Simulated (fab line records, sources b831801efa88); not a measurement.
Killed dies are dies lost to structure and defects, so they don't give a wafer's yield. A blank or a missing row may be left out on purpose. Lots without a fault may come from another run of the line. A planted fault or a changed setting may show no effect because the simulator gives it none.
Tool commonality check | flow gf180mcu | 13 lots, 42 wafers sampled

WHY IT WAS OPENED
At GF_HV_LDD_THK_MEAS_55 the reading HV_LDD_CVD_54_THK is flagged on 1 of 13 lots. Wafers without a fault read 10.04 nm, standard deviation 0.13.
Rule: a lot is flagged when every wafer of it that has a number lies more than 4 standard deviations from that mean, or none has a number. The other lots count as sound.

lot  | measured     | on            | HV_LDD_CVD_54_THK (nm), wafer by wafer | flag
L762 | day 12 12:09 | film_metro-01 | 9.89 9.96 10.05                        |
L764 | day 12 19:49 | film_metro-02 | 10.00 9.92 9.92                        |
L765 | day 13 09:35 | film_metro-02 | 10.00 9.97 9.93                        |
L766 | day 13 21:17 | film_metro-02 | 10.24 10.15 10.25                      |
L767 | day 14 02:03 | film_metro-01 | 10.07 9.98 10.06                       |
L768 | day 14 08:01 | film_metro-02 | 10.12 10.07 10.01                      |
L769 | day 14 20:42 | film_metro-02 | 10.20 10.27 10.13                      |
L770 | day 15 02:37 | film_metro-02 | 10.10 10.11 10.22                      |
L771 | day 15 09:27 | film_metro-01 | 7.19 7.14 7.24 7.19 7.17 7.29          | FLAGGED
L781 | day 19 12:57 | film_metro-01 | 10.03 9.83 10.06                       |
L783 | day 19 20:28 | film_metro-04 | 9.98 9.95 9.92                         |
L784 | day 20 00:38 | film_metro-02 | 9.90 10.09 9.95                        |
L785 | day 20 08:50 | film_metro-04 | 9.87 10.01 10.04                       |
The numbers of the flagged lots are 7.20 nm on average: -2.84 nm against the usual, or -22 standard deviations.

WHICH TOOL RAN EACH LOT
The record holds 2 process steps before the reading, out of a route of 602 steps. In each cell: the tool, then ch and the chambers that the sampled wafers went through, then the start.
lot  | flag    | GF_HV_LDD_STRIP_37                   | GF_HV_LDD_CVD_54
L762 |         | plasma_asher-04 ch 0,1, day 11 15:52 | lpcvd-01 ch 1, day 12 11:08
L764 |         | plasma_asher-02 ch 0,1, day 11 22:42 | lpcvd-02 ch 1, day 12 18:16
L765 |         | plasma_asher-04 ch 0,1, day 12 11:27 | lpcvd-02 ch 1, day 13 08:02
L766 |         | plasma_asher-04 ch 0,1, day 12 23:26 | lpcvd-01 ch 1, day 13 20:16
L767 |         | plasma_asher-02 ch 0,1, day 13 04:52 | lpcvd-01 ch 0, day 14 01:01
L768 |         | plasma_asher-02 ch 0,1, day 13 09:40 | lpcvd-02 ch 0, day 14 06:28
L769 |         | plasma_asher-01 ch 0,1, day 13 22:15 | lpcvd-01 ch 1, day 14 19:40
L770 |         | plasma_asher-04 ch 0,1, day 14 04:12 | lpcvd-01 ch 0, day 15 01:34
L771 | FLAGGED | plasma_asher-01 ch 1, day 14 10:28   | lpcvd-01 ch 1, day 15 08:26
L781 |         | plasma_asher-02 ch 0,1, day 18 10:31 | lpcvd-02 ch 1, day 19 11:25
L783 |         | plasma_asher-02 ch 0,1, day 18 17:00 | lpcvd-02 ch 1, day 19 18:55
L784 |         | plasma_asher-02 ch 0,1, day 18 22:38 | lpcvd-02 ch 0, day 19 23:37
L785 |         | plasma_asher-02 ch 0,1, day 19 07:19 | lpcvd-02 ch 0, day 20 07:49
What these steps do:
- GF_HV_LDD_STRIP_37: strips in O2/N2.
- GF_HV_LDD_CVD_54: deposits SiO2 from TEOS, target thk 10 nm, time 75 s.
- GF_HV_LDD_THK_MEAS_55

FLAGGED OVER TOTAL, TOOL BY TOOL (the gauges that took the reading come last)
step                  | tool            | lots run | flagged | share of the flagged lots | sound lots run after its first flagged lot
GF_HV_LDD_STRIP_37    | plasma_asher-01 | 2        | 1       | all                       | 0
GF_HV_LDD_STRIP_37    | plasma_asher-02 | 7        | 0       | none                      | -
GF_HV_LDD_STRIP_37    | plasma_asher-04 | 4        | 0       | none                      | -
GF_HV_LDD_CVD_54      | lpcvd-01        | 6        | 1       | all                       | 0
GF_HV_LDD_CVD_54      | lpcvd-02        | 7        | 0       | none                      | -
GF_HV_LDD_THK_MEAS_55 | film_metro-01   | 4        | 1       | all                       | 1 (L781)
GF_HV_LDD_THK_MEAS_55 | film_metro-02   | 7        | 0       | none                      | -
GF_HV_LDD_THK_MEAS_55 | film_metro-04   | 2        | 0       | none                      | -

WHAT THE TABLE ALLOWS
3 rows of the table ran every flagged lot: plasma_asher-01 at GF_HV_LDD_STRIP_37, lpcvd-01 at GF_HV_LDD_CVD_54, film_metro-01 at GF_HV_LDD_THK_MEAS_55.
- plasma_asher-01 at GF_HV_LDD_STRIP_37: 1 of its 2 lots flagged. Its last sound lot is L769 (day 13 22:15), its first flagged lot L771 (day 14 10:28): a fault that began between those two fits.
- lpcvd-01 at GF_HV_LDD_CVD_54: 1 of its 6 lots flagged. Its last sound lot is L770 (day 15 01:34), its first flagged lot L771 (day 15 08:26): a fault that began between those two fits.
- film_metro-01 at GF_HV_LDD_THK_MEAS_55: 1 of its 4 lots flagged. Sound lots ran on it after the first flagged one (L781), which a lasting fault on the whole tool wouldn't allow.
Counting lots can't tell these 2 tools apart, because each fits a fault that began at some hour. More lots, or a look at what each step does to the wafer, might.

WHAT THE SIMULATOR HAD PUT IN
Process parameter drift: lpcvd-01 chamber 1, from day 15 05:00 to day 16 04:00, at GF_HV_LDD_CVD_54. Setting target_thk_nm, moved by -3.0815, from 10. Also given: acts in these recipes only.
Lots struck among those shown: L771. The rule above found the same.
